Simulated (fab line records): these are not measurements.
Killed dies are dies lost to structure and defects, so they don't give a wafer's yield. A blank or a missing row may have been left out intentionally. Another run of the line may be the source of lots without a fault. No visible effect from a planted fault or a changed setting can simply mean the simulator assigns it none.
Struck lot and sound lot, side by side | flow sky130 | 17 out of 708 route steps
Sound: these wafers, L363.1, L363.2, L363.6. Struck: wafers L368.1, L368.3, L368.6. Last of all comes the cause.
Order at every step that has rows: each side's tool, ch and its chambers, its first start. Under that, the readings that differ: sound wafers | struck wafers | difference of the means | sigmas: that difference in standard deviations of wafers without a fault.
alike: readings with means less than 2 such deviations apart, plus words and numbers identical on both sides. not compared: withheld readings, readings lacking a value on some wafer, bounds such as >300 that could conceal the same value, and numbers that have no deviation in the record and whose values overlap.
Wherever a step has rows on one side only, a row that says differs or no value, or a row with sigmas, the two part there. Numbers that have no deviation but don't overlap get no sigmas and don't part them. Lack of a reading on every wafer of one side parts them only where that side has two or more wafers.

first, 1 step without rows for these wafers: SKY_SD_N_COAT_02 (resist thk 1140 nm).
SKY_SD_N_SOFTBAKE_03: time 61.49 s.
  sound on lithoTrack-01 ch 0, day 31 05:17; struck on lithoTrack-04 ch 0, day 32 18:16
  alike: plateSensorTCentreC, plateSensorTEdgeC, resistLineTempC
then, 3 steps without rows for these wafers: SKY_SD_N_EXPOSE_04 (exposes mask NSDM, target cd 380 nm); SKY_SD_N_PEB_05; SKY_SD_N_DEVELOP_06 (develop time 60 s).
SKY_SD_N_CD_MEAS_07: target cd 380 nm.
  sound: cdSem-01 at day 31 18:34; struck: cdSem-01 at day 33 07:43
  alike: cdNm
SKY_SD_N_OVL_MEAS_08:
  sound: overlay-02 at day 31 18:41; struck: overlay-01 at day 33 07:50
  alike: SD_N_OVL
then, 2 steps without rows for these wafers: SKY_SD_N_IMPLANT_09; SKY_SD_N_IMPLANT_10.
SKY_SD_N_STRIP_11: strips in O2/N2.
  sound on plasmaAsher-01 ch 0,1, day 31 19:01; struck on plasmaAsher-03 ch 0,1, day 33 08:11
  alike: drypumpMotorCurrentA, oesProductAu, stripTimeToEndpointS
  not compared: rfHoursCounterH
SKY_SD_N_TW_MEAS_12:
  sound: filmMetro-04 at day 31 19:07; struck: filmMetro-04 at day 33 08:17
  alike: SD_N_TW
then, 1 step without rows for these wafers: SKY_SD_N_CLEAN_13 (cleans in SC1/SC2, time 150 s).
SKY_SD_N_RTA_14: time 2 s.
  sound on rtpAnneal-02 ch 0, day 31 19:14; struck on rtpAnneal-01 ch 0, day 33 08:23
reading          | sound                | struck               | difference | sigmas
wafer_temp_C_max | 1078.2 1079.2 1076.0 | 1084.8 1085.5 1084.2 | +7.0       | +5
  alike: lampPowerPct
SKY_SD_N_RS_MEAS_16: the measuring method here is four-point-probe.
  sound: filmMetro-04 at day 31 19:25; struck: filmMetro-02 at day 33 08:34
reading          | sound             | struck            | difference | sigmas
SD_N_RS (ohm/sq) | 68.54 68.23 68.43 | 67.48 67.45 67.34 | -0.98      | -8
SKY_SD_N_RS_MEAS_17: the measuring method here is four-point-probe.
  sound: filmMetro-04 at day 31 19:32; struck: filmMetro-02 at day 33 08:41
reading          | sound             | struck            | difference | sigmas
SD_P_RS (ohm/sq) | 147.2 146.4 146.4 | 140.9 141.6 140.9 | -5.5       | -13
SKY_SD_N_RS_MEAS_18: the measuring method here is four-point-probe.
  sound: filmMetro-04 at day 31 19:39; struck: filmMetro-02 at day 33 08:48
  alike: RES_XHIGH_RS
-- record jumps: 16 days separate the struck wafers' starts on either side; left off in module SD_N, taken up again in module PAD_OPEN, whose first shown step is the route's number 708 --
SKY_PAD_OPEN_PROBE_99:
  sound: prober-01 at day 48 12:01; struck: prober-02 at day 49 15:13
reading                          | sound             | struck            | difference | sigmas
model.etest.resXhighPo.lineOhmUm | 5998 5982 5835    | 5198 5097 5142    | -793       | 
model.etest.resXhighPo.rsOhmSq   | 2080 2073 2082    | 1800 1761 1821    | -284       | 
model.etest.resHighPo.lineOhmUm  | 767.8 761.6 757.5 | 709.2 702.3 695.4 | -60.0      | 
model.etest.liconHighPo.rcOhm    | 359.7 349.9 350.8 | 306.6 319.8 307.6 | -42.1      | 
model.etest.resHighPo.rsOhmSq    | 265.6 265.6 263.2 | 247.8 246.2 246.6 | -17.9      | 
model.etest.resPdiffHv.rsOhmSq   | 193.9 193.5 193.5 | 184.7 186.9 182.3 | -9.0       | 
model.etest.resPdiff.rsOhmSq     | 198.1 197.9 196.9 | 192.1 191.1 190.6 | -6.4       | 
  alike: killed_at_M0_to_M3, killed_at_M4_up, killedAtContacts, killedAtFrontEnd, killedAtOther, killedDies, killedOpen, killedShort
  not compared: model.etest.resPdiff.lineOhmUm

## WHERE THEY PART
Last at SKY_SD_N_RS_MEAS_17 as far as this record goes, first at SKY_SD_N_RTA_14. Later steps at which nothing parts them and some readings are alike: SKY_SD_N_RS_MEAS_18, SKY_PAD_OPEN_PROBE_99.

WHY: whatever the simulator had introduced
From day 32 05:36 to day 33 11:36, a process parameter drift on rtpAnneal-01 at SKY_SD_N_RTA_14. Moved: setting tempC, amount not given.
